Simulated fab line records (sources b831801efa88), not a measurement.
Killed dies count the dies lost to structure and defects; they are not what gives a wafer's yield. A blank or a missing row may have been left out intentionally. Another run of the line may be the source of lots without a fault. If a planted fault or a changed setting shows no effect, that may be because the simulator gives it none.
Split-lot study :: flow sfq_line :: 5 lots, 23 wafers read, on a route of 325 steps

== SPLIT DETAILS ==
At SFQ_TRILAYER_M4_LITHO_PEB_096 (peb time 60 s), the setting peb_time_s was moved away from the recipe's 60 s on 10 of the 23 wafers read, by -14.5% to -7.0%. The other wafers ran this setting at the recipe's value.

== FROM THE SPLIT TO THE READING: what the file shows between them, 2 steps ==
- SFQ_TRILAYER_M4_LITHO_DEVELOP_095: time 60 s
- SFQ_TRILAYER_M4_BARC_OPEN_METAL_ETCH_123: etches BARC in O2, target depth 125 nm, time 41.7 s

== THE READING ==
M4.cd_nm (the simulator's own value, which no gauge read), in nm, at SFQ_TRILAYER_M4_ETCH_METAL_ETCH_096 (etches Nb in Cl2/Ar, stops on SiO2, target depth 240 nm, time 120 s). The file does not state a usual value for it. Average 498.9 nm, standard deviation 3.8 nm, over the 13 wafers here run with the recipe.

wafer: L074.2
tool, chamber at the split: litho_track-01, 0
peb_time_s as run, s: 60
against the recipe: recipe
M4.cd_nm, nm: 498.4
against lot-mates on the recipe: -

wafer: L074.3
tool, chamber at the split: litho_track-01, 0
peb_time_s as run, s: 60
against the recipe: recipe
M4.cd_nm, nm: 498.4
against lot-mates on the recipe: -

wafer: L074.5
tool, chamber at the split: litho_track-01, 0
peb_time_s as run, s: 60
against the recipe: recipe
M4.cd_nm, nm: 499.1
against lot-mates on the recipe: -

wafer: L076.1
tool, chamber at the split: litho_track-04, 0
peb_time_s as run, s: 52.43
against the recipe: -12.6%
M4.cd_nm, nm: 525.8
against lot-mates on the recipe: +26.0

wafer: L076.2
tool, chamber at the split: litho_track-04, 0
peb_time_s as run, s: 60
against the recipe: recipe
M4.cd_nm, nm: 497.6
against lot-mates on the recipe: -

wafer: L076.3
tool, chamber at the split: litho_track-04, 0
peb_time_s as run, s: 60
against the recipe: recipe
M4.cd_nm, nm: 501.3
against lot-mates on the recipe: -

wafer: L076.4
tool, chamber at the split: litho_track-04, 0
peb_time_s as run, s: 60
against the recipe: recipe
M4.cd_nm, nm: 500.4
against lot-mates on the recipe: -

wafer: L076.6
tool, chamber at the split: litho_track-04, 0
peb_time_s as run, s: 52.43
against the recipe: -12.6%
M4.cd_nm, nm: 524.5
against lot-mates on the recipe: +24.7

wafer: L080.1
tool, chamber at the split: litho_track-02, 0
peb_time_s as run, s: 60
against the recipe: recipe
M4.cd_nm, nm: 499.9
against lot-mates on the recipe: -

wafer: L080.2
tool, chamber at the split: litho_track-02, 0
peb_time_s as run, s: 55.8
against the recipe: -7.0%
M4.cd_nm, nm: 513.5
against lot-mates on the recipe: +13.1

wafer: L080.3
tool, chamber at the split: litho_track-02, 0
peb_time_s as run, s: 55.8
against the recipe: -7.0%
M4.cd_nm, nm: 510.1
against lot-mates on the recipe: +9.7

wafer: L080.4
tool, chamber at the split: litho_track-02, 0
peb_time_s as run, s: 60
against the recipe: recipe
M4.cd_nm, nm: 501
against lot-mates on the recipe: -

wafer: L080.5
tool, chamber at the split: litho_track-02, 0
peb_time_s as run, s: 55.8
against the recipe: -7.0%
M4.cd_nm, nm: 514.2
against lot-mates on the recipe: +13.8

wafer: L083.1
tool, chamber at the split: litho_track-01, 0
peb_time_s as run, s: 60
against the recipe: recipe
M4.cd_nm, nm: 500.4
against lot-mates on the recipe: -

wafer: L083.2
tool, chamber at the split: litho_track-01, 0
peb_time_s as run, s: 51.33
against the recipe: -14.5%
M4.cd_nm, nm: 532.6
against lot-mates on the recipe: +28.5

wafer: L083.3
tool, chamber at the split: litho_track-01, 0
peb_time_s as run, s: 60
against the recipe: recipe
M4.cd_nm, nm: 507.8
against lot-mates on the recipe: -

wafer: L083.5
tool, chamber at the split: litho_track-01, 0
peb_time_s as run, s: 51.33
against the recipe: -14.5%
M4.cd_nm, nm: 522.4
against lot-mates on the recipe: +18.3

wafer: L083.6
tool, chamber at the split: litho_track-01, 0
peb_time_s as run, s: 51.33
against the recipe: -14.5%
M4.cd_nm, nm: 522.5
against lot-mates on the recipe: +18.4

wafer: L084.2
tool, chamber at the split: litho_track-01, 0
peb_time_s as run, s: 60
against the recipe: recipe
M4.cd_nm, nm: 492.7
against lot-mates on the recipe: -

wafer: L084.3
tool, chamber at the split: litho_track-01, 0
peb_time_s as run, s: 54.72
against the recipe: -8.8%
M4.cd_nm, nm: 511.4
against lot-mates on the recipe: +17.5

wafer: L084.4
tool, chamber at the split: litho_track-01, 0
peb_time_s as run, s: 54.72
against the recipe: -8.8%
M4.cd_nm, nm: 504
against lot-mates on the recipe: +10.1

wafer: L084.5
tool, chamber at the split: litho_track-01, 0
peb_time_s as run, s: 60
against the recipe: recipe
M4.cd_nm, nm: 492.3
against lot-mates on the recipe: -

wafer: L084.6
tool, chamber at the split: litho_track-01, 0
peb_time_s as run, s: 60
against the recipe: recipe
M4.cd_nm, nm: 496.6
against lot-mates on the recipe: -

FIT RESULTS
A straight line over all 23 wafers: M4.cd_nm changes by -1.84 nm for each +1% of peb_time_s; r = -0.93; the points scatter about the line by 4.5 nm.
The same after taking each lot's own level away (the mean of its wafers on the recipe; 23 wafers): -1.66 nm for each +1%; r = -0.95; scatter 3.2 nm.
That fit puts the effect of the largest move of peb_time_s on the reading at 24 nm.
Across the lots, their own levels run from 493.87 to 504.10 nm, a range of 2.7 times the standard deviation given above.
Thus the slope moves with the lot-to-lot level: the two fits are different.
Check: +23.2 nm against its lot-mates is what the line predicts for one of the wafers moved furthest among these (-14.5%) when that wafer is left out of the fit. It came out at +28.5 nm against them.

== OTHER SPLITS ON THESE WAFERS ==
These wafers also went through other splits before the reading. Each is held against what the fit with the lots' levels taken away leaves over:
other split on the same wafers: SFQ_TRILAYER_INCOMING_OXIDATION_002 temp_c
wafers away from the commonest value: 15
r with M4.cd_nm (lot level and that fit taken away): +0.08

other split on the same wafers: SFQ_TRILAYER_L0_VIA_LITHO_COAT_018 spin_rpm
wafers away from the commonest value: 7
r with M4.cd_nm (lot level and that fit taken away): -0.03

other split on the same wafers: SFQ_TRILAYER_L0_VIA_LITHO_COAT_013 resist_thk_nm
wafers away from the commonest value: 5
r with M4.cd_nm (lot level and that fit taken away): -0.05

other split on the same wafers: SFQ_TRILAYER_M0_DEP_SPUTTER_019 time_s
wafers away from the commonest value: 7
r with M4.cd_nm (lot level and that fit taken away): +0.53

other split on the same wafers: SFQ_TRILAYER_I2_CMP_CMP_064 leave_above_ref_nm
wafers away from the commonest value: 7
r with M4.cd_nm (lot level and that fit taken away): +0.08

other split on the same wafers: SFQ_TRILAYER_I2_VIA_LITHO_COAT_072 resist_thk_nm
wafers away from the commonest value: 6
r with M4.cd_nm (lot level and that fit taken away): +0.28

other split on the same wafers: SFQ_TRILAYER_M3_DEP_SPUTTER_073 time_s
wafers away from the commonest value: 9
r with M4.cd_nm (lot level and that fit taken away): +0.00

other split on the same wafers: SFQ_TRILAYER_M3_ETCH_METAL_ETCH_078 time_s
wafers away from the commonest value: 5
r with M4.cd_nm (lot level and that fit taken away): +0.18

== THE WHOLE CHAIN: every reading that the file lists as answering this split, in the file's order ==
step: SFQ_TRILAYER_M4_BARC_OPEN_METAL_ETCH_123
what it does: etches BARC in O2, target depth 125 nm, time 41.7 s
reading: M4.cd_nm (the simulator's own value, which no gauge read)
change (the file's fit): -1.64 nm for each +1% of the setting
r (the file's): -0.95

step: SFQ_TRILAYER_M4_ETCH_METAL_ETCH_096
what it does: etches Nb in Cl2/Ar, stops on SiO2, target depth 240 nm, time 120 s
reading: M4.cd_nm (the simulator's own value, which no gauge read)
change (the file's fit): -1.7 nm for each +1% of the setting
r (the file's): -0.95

== FILE'S OWN FIT ==
M4.cd_nm changes by -1.7 nm for each +1% of peb_time_s, r = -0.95.
